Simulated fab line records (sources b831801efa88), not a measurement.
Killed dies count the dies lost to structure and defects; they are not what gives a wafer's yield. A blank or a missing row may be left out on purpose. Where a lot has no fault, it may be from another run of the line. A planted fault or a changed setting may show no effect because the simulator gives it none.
Struck lot and sound lot, side by side || flow sky130 || 43 steps out of a route of 708
Sound: wafers L613.2, L613.5, L613.6. Struck: wafer L624.2 (left out: L624.3, L624.4 of the same lot, which were not struck); the cause appears at the end.
Order at every step that has rows: each side's tool, ch and its chambers, its first start. Under that, the readings that differ: sound wafers || struck wafers || difference of the means || sigmas: that difference in standard deviations of wafers without a fault.
alike: readings with means less than 2 such deviations apart, plus words and numbers identical on both sides. not compared: withheld readings, readings lacking a value on some wafer, bounds such as >300 that could conceal the same value, and numbers that have no deviation in the record and whose values overlap.
The two part at a step that has a row with sigmas, a row that says differs or no value, or rows on one side only. Numbers that don't overlap but have no deviation are shown without sigmas and don't part them. Lack of a reading on every wafer of one side parts them only where that side has two or more wafers.

SKY_VIA3_CD_MEAS_12: target cd 200 nm.
  sound: cd-sem-02 at day 40 04:43; struck: cd-sem-01 at day 43 04:58
  alike: cd-nm
SKY_VIA3_OVL_MEAS_13:
  sound: overlay-01 at day 40 04:49; struck: overlay-02 at day 43 05:04
  alike: VIA3_OVL
then, 8 steps without rows for these wafers: SKY_VIA3_ETCH_14 (etches BARC in N2/H2, stops on SiO2, time 45.9 s, target depth 60 nm); SKY_VIA3_ETCH_15 (etches SiO2 in C4F8/O2/Ar, stops on TiN, target depth 507 nm, time 78 s); SKY_VIA3_STRIP_16 (strips in O2/N2); SKY_VIA3_STRIP_17 (strips in post etch residue remover, time 1200 s); SKY_VIA3_CLEAN_18 (cleans in IPA, time 180 s); SKY_VIA3_CLEAN_19 (cleans in O3/DIW); SKY_VIA3_SPUTTER_20 (material TiN, target thk 20 nm, time 80 s); SKY_VIA3_CVD_21 (deposits W, target thk 390 nm, time 117.31 s).
SKY_VIA3_RS_MEAS_22: measures by four-point-probe.
  sound: film-metro-01 at day 40 05:44; struck: film-metro-03 at day 43 05:59
  alike: VIA3_W_RS
SKY_VIA3_THK_MEAS_23: measures by xrf.
  sound: film-metro-01 at day 40 05:51; struck: film-metro-03 at day 43 06:06
{"reading": "VIA3_W_THK (nm)", "sound": "386 388 382", "struck": 373, "difference": -12, "sigmas": -2}
SKY_VIA3_CMP_24: polishes, stops on SiO2, t overpolish 20 s, target thk 0 nm.
  sound on cmp-01 ch 1,2, day 40 05:54; struck on cmp-02 ch 0, day 43 06:09
  alike: motor-current-A, overpolish-run-s, time-to-endpoint-s
SKY_METAL4_SPUTTER_00: material Ti, target thk 15 nm, time 10 s.
  sound: pvd-sputter-02 at day 40 06:12; struck: pvd-sputter-04 at day 43 06:27
  alike: throttle-valve-pct
then, 2 steps without rows for these wafers: SKY_METAL4_SPUTTER_01 (material TiN, target thk 20 nm, time 16.7 s); SKY_METAL4_SPUTTER_02 (material AlCu, target thk 735 nm, time 39.1 s).
SKY_METAL4_SPUTTER_03: material Ti, target thk 5 nm, time 3.3 s.
  sound: pvd-sputter-02 at day 40 06:17; struck: pvd-sputter-04 at day 43 06:32
  alike: throttle-valve-pct
then, 1 step without rows for these wafers: SKY_METAL4_SPUTTER_04 (material TiN, target thk 70 nm, time 58.3 s).
SKY_CAP2M_CVD_00: deposits SiO2, target thk 15.5 nm.
  sound on pecvd-03 ch 0,1,2, day 40 06:21; struck on pecvd-01 ch 0, day 43 06:37
  alike: heater-power-w
SKY_CAP2M_THK_MEAS_01:
  sound: film-metro-02 at day 40 06:23; struck: film-metro-04 at day 43 06:41
  alike: CAP2M_CVD_00_THK
SKY_CAP2M_SPUTTER_02: material TiN, target thk 200 nm, time 166.7 s.
  sound: pvd-sputter-04 at day 40 06:26; struck: pvd-sputter-02 at day 43 06:44
  alike: throttle-valve-pct
SKY_CAP2M_RS_MEAS_03: measures by four-point-probe.
  sound: film-metro-04 at day 40 06:34; struck: film-metro-03 at day 43 06:52
  alike: CAP2M_TIN_RS
SKY_CAP2M_THK_MEAS_04: measures by xrf.
  sound: film-metro-04 at day 40 06:40; struck: film-metro-03 at day 43 06:58
{"reading": "CAP2M_TIN_THK (nm)", "sound": "201.6 201.2 201.3", "struck": 196.2, "difference": -5.2, "sigmas": -2}
then, 7 steps without rows for these wafers: SKY_CAP2M_DEHYDRATE_05 (time 60 s); SKY_CAP2M_HMDS_06 (prime time 60 s); SKY_CAP2M_COAT_07 (resist thk 1140 nm); SKY_CAP2M_SOFTBAKE_08 (time 60 s); SKY_CAP2M_EXPOSE_09 (exposes mask CAP2M, target cd 1000 nm); SKY_CAP2M_PEB_10; SKY_CAP2M_DEVELOP_11 (develop time 60 s).
SKY_CAP2M_OVL_MEAS_12:
  sound: overlay-02 at day 41 05:29; struck: overlay-01 at day 44 04:01
  alike: CAP2M_OVL
then, 1 step without rows for these wafers: SKY_CAP2M_METAL_ETCH_13 (etches TiN in Cl2/BCl3, stops on SiO2, target depth 220 nm, time 62.9 s).
SKY_CAP2M_STRIP_14: strips in O2/N2.
  sound on plasma-asher-02 ch 0,1, day 41 05:36; struck on plasma-asher-04 ch 1, day 44 04:08
  alike: drypump-motor-current-A, oes-product-au, strip-time-to-endpoint-s
  not compared: rf-hours-counter-h
then, 9 steps without rows for these wafers: SKY_CAP2M_STRIP_15 (strips in post etch residue remover, time 1200 s); SKY_CAP2M_CLEAN_16 (cleans in IPA, time 180 s); SKY_CAP2M_CLEAN_17 (cleans in O3/DIW); SKY_METAL4_DEHYDRATE_05 (time 60 s); SKY_METAL4_HMDS_06 (prime time 60 s); SKY_METAL4_COAT_07 (resist thk 60 nm); SKY_METAL4_COAT_08 (resist thk 1140 nm); SKY_METAL4_SOFTBAKE_09 (time 90 s); SKY_METAL4_EXPOSE_10 (exposes mask MM4, target cd 300 nm).
-- the record jumps here: 4 days lie between the struck wafers' starts before and after (it left off in module METAL4 and takes up again in module PAD_OPEN, whose first step shown is number 708 of the route) --
SKY_PAD_OPEN_PROBE_99:
  sound: prober-01 at day 46 01:57; struck: prober-02 at day 48 15:49
{"reading": "defect-limited-yield (%)", "sound": "77.0 80.7 79.9", "struck": 28.7, "difference": -50.5, "sigmas": -27}
{"reading": "killed_at_M0_to_M3", "sound": "65 52 47", "struck": 329, "difference": "+274", "sigmas": "+40"}
{"reading": "killed-at-contacts", "sound": "34 18 28", "struck": 10, "difference": -17, "sigmas": -3}
{"reading": "killed-at-front-end", "sound": "11 20 20", "struck": 6, "difference": -11, "sigmas": -3}
{"reading": "killed-dies", "sound": "113 95 99", "struck": 351, "difference": "+249", "sigmas": "+26"}
{"reading": "killed-on-rim", "sound": "23 18 18", "struck": 68, "difference": "+48", "sigmas": "+12"}
{"reading": "killed-open", "sound": "62 56 53", "struck": 29, "difference": -28, "sigmas": -4}
{"reading": "killed-short", "sound": "48 39 46", "struck": 25, "difference": -19, "sigmas": -3}
{"reading": "sort_bin_3_pad_short (%)", "sound": "2.2 0.2 1.0", "struck": 6.9, "difference": "+5.8", "sigmas": "+13"}
{"reading": "sort_bin_5_function (%)", "sound": "13.4 11.0 10.8", "struck": 43.7, "difference": "+32.0", "sigmas": "+23"}
{"reading": "sort_bin_6_memory (%)", "sound": "7.3 8.1 8.3", "struck": 20.7, "difference": "+12.8", "sigmas": "+12"}
{"reading": "sort-n-pass", "sound": "379 397 393", "struck": 141, "difference": -249, "sigmas": -26}
{"reading": "sort-yield-pct (%)", "sound": "77.0 80.7 79.9", "struck": 28.7, "difference": -50.5, "sigmas": -27}
{"reading": "model.etest.tester.sort-n-pass", "sound": "379 397 393", "struck": 141, "difference": -249, "sigmas": ""}
{"reading": "model.etest.tester.sort-yield-pct (%)", "sound": "77.03 80.69 79.88", "struck": 28.66, "difference": -50.54, "sigmas": ""}
{"reading": "model.etest.tester.sort_bin_5_pct (%)", "sound": "13.41 10.98 10.77", "struck": 43.7, "difference": "+32.0", "sigmas": ""}
{"reading": "model.etest.tester.sort_bin_6_pct (%)", "sound": "7.317 8.13 8.333", "struck": 20.73, "difference": "+12.80", "sigmas": ""}
{"reading": "model.etest.tester.sort_bin_3_pct (%)", "sound": "2.236 0.2033 1.016", "struck": 6.911, "difference": "+5.759", "sigmas": ""}
  alike: killed_at_M4_up, killed-at-other

## WHERE THEY PART
First at SKY_VIA3_THK_MEAS_23; last, within this record, at SKY_PAD_OPEN_PROBE_99.

WHY: the cause the simulator had injected
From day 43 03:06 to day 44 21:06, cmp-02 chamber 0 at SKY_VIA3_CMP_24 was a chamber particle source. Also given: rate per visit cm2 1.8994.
